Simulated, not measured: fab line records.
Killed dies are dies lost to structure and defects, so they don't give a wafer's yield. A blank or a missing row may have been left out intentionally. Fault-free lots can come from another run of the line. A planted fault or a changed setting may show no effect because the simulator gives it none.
Chamber matching	flow gf180mcu	GF_M5_ETCH_09 on rie-diel-04: 4 sister chambers
The step etches Si3N4 in CF4/O2, target depth 52 nm, time 11.6 s. 14 wafers are shown with their chamber, then 7 later ones without.

== WAFERS WITH THEIR CHAMBER ==
wafer	chamber	drypump-motor-current-A (A)	oes-product-au (a.u.)	bias-w (W)
L075.1	2	6.0	1.002	149.9
L075.5	2	6.0	1.002	149.9
L075.6	3	5.8	0.991	150.3
L078.2	2	6.0	0.996	150.2
L078.4	3	5.8	0.977	150.6
L078.5	1	5.2	0.975	149.7
L086.3	0	5.5	1.020	149.3
L086.5	2	6.0	0.994	150.1
L086.6	3	5.7	0.994	149.3
L087.1	1	5.1	0.986	150.2
L087.2	3	5.8	0.999	150.2
L087.3	0	5.5	1.009	148.8
L089.1	1	5.2	0.987	149.3
L089.3	3	5.8	0.999	150.2

SIGNATURES (averages over the wafers above)
reading	chamber 0	chamber 1	chamber 2	chamber 3	scatter within a chamber
drypump-motor-current-A	5.500	5.167	6.000	5.780	0.0383
oes-product-au	1.01450	0.98267	0.99850	0.99200	0.00727
bias-w	149.050	149.733	150.025	150.120	0.393
Rule: distance of a wafer from a chamber = root of the sum over the readings of ((wafer's reading minus chamber's mean) / reading's scatter) squared. If the next closest chamber is less than 2 further off than the closest, the wafer can't be placed; otherwise it belongs to the closest. The scatter is the square root of a quotient: the sum, over the shown wafers, of each reading's squared deviation from its chamber's mean, divided by wafers minus chambers.

== WAFERS WITHOUT THEIR CHAMBER ==
wafer	drypump-motor-current-A (A)	oes-product-au (a.u.)	bias-w (W)
L089.5	5.2	0.993	150.3
L093.2	5.2	0.979	150.0
L093.4	6.0	1.018	150.0
L093.5	5.1	0.989	149.8
L097.1	5.5	1.026	150.2
L097.2	6.0	1.001	150.0
L097.4	5.2	1.000	150.1

== WHICH CHAMBER EACH WENT THROUGH ==
wafer	from the rows above	in truth
L089.5	1	1
L093.2	1	1
L093.4	2	2
L093.5	1	1
L097.1	0	0
L097.2	2	2
L097.4	1	1
Correct placement for 7 of the 7. From these rows, 0 cannot be placed. Wrongly placed: 0.
